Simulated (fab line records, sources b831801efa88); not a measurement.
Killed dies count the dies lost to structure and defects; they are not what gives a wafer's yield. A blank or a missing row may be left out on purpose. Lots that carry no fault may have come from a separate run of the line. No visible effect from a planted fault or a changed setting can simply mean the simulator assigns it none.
Matching of chambers ; flow gf180mcu ; GF_V1_ETCH_16 on rie_diel-01: 4 sister chambers
The step etches BARC in N2/H2. 24 wafers are shown with their chamber, then 12 later ones without.

## EACH WAFER AND ITS CHAMBER
wafer;chamber;drypump_motor_current_A (A);throttle_valve_pct (%);oes_product_au (a.u.)
L077.1;0;5.4;13.234;0.855
L077.2;3;5.1;13.233;0.855
L077.3;1;5.3;13.218;0.854
L077.4;2;5.5;13.222;0.856
L077.5;1;5.3;13.218;0.856
L077.6;2;5.5;13.227;0.855
L081.1;2;5.5;13.223;0.853
L081.2;0;5.4;13.218;0.857
L081.3;1;5.2;13.213;0.857
L081.4;3;5.1;13.236;0.846
L081.5;1;5.2;13.217;0.855
L081.6;2;5.5;13.230;0.850
L084.1;3;5.1;13.232;0.858
L084.2;1;5.3;13.235;0.844
L084.3;2;5.5;13.235;0.856
L084.4;0;5.4;13.235;0.856
L084.5;0;5.4;13.240;0.857
L084.6;1;5.3;13.225;0.853
L085.1;1;5.3;13.232;0.855
L085.2;2;5.5;13.217;0.856
L085.4;3;5.1;13.235;0.851
L089.1;2;5.5;13.224;0.859
L089.4;2;5.5;13.237;0.862
L089.6;1;5.3;13.219;0.859

SIGNATURES (means of the wafers above)
reading;chamber 0;chamber 1;chamber 2;chamber 3;scatter within a chamber
drypump_motor_current_A;5.400;5.275;5.500;5.100;0.0274
throttle_valve_pct;13.23175;13.22213;13.22687;13.23400;0.00718
oes_product_au;0.85625;0.85413;0.85587;0.85250;0.00397
Rule: a wafer lies at a distance from a chamber equal to the root of the sum of squares, over the readings, of (its reading less the chamber's mean, divided by the reading's scatter). The wafer belongs to the nearest chamber; if the next one is less than 2 further off, it can't be placed. How the scatter is found: for the shown wafers, subtract from each reading the mean of its chamber, square and add these, divide the total by (wafers less chambers), then take the root.

## WAFERS WITHOUT THEIR CHAMBER
wafer;drypump_motor_current_A (A);throttle_valve_pct (%);oes_product_au (a.u.)
L093.2;5.4;13.231;0.855
L093.4;5.1;13.218;0.852
L093.5;5.1;13.218;0.850
L095.2;5.2;13.223;0.855
L095.4;5.5;13.239;0.859
L095.6;5.3;13.213;0.860
L097.1;5.5;13.216;0.862
L097.2;5.1;13.225;0.857
L097.3;5.3;13.216;0.861
L097.4;5.1;13.214;0.847
L097.5;5.5;13.214;0.868
L097.6;5.3;13.217;0.857

## CHAMBER TAKEN BY EACH
wafer;from the rows above;in truth
L093.2;0;0
L093.4;3;3
L093.5;3;3
L095.2;can't be placed: 1 or 3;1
L095.4;can't be placed: 2 or 0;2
L095.6;1;1
L097.1;2;2
L097.2;3;3
L097.3;1;1
L097.4;3;3
L097.5;can't be placed: 2 or 0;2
L097.6;1;1
Correct placement for 9 of the 12. Can't be placed from these rows: 3 (the true chamber is among the candidates in 3). Number placed wrongly: 0.
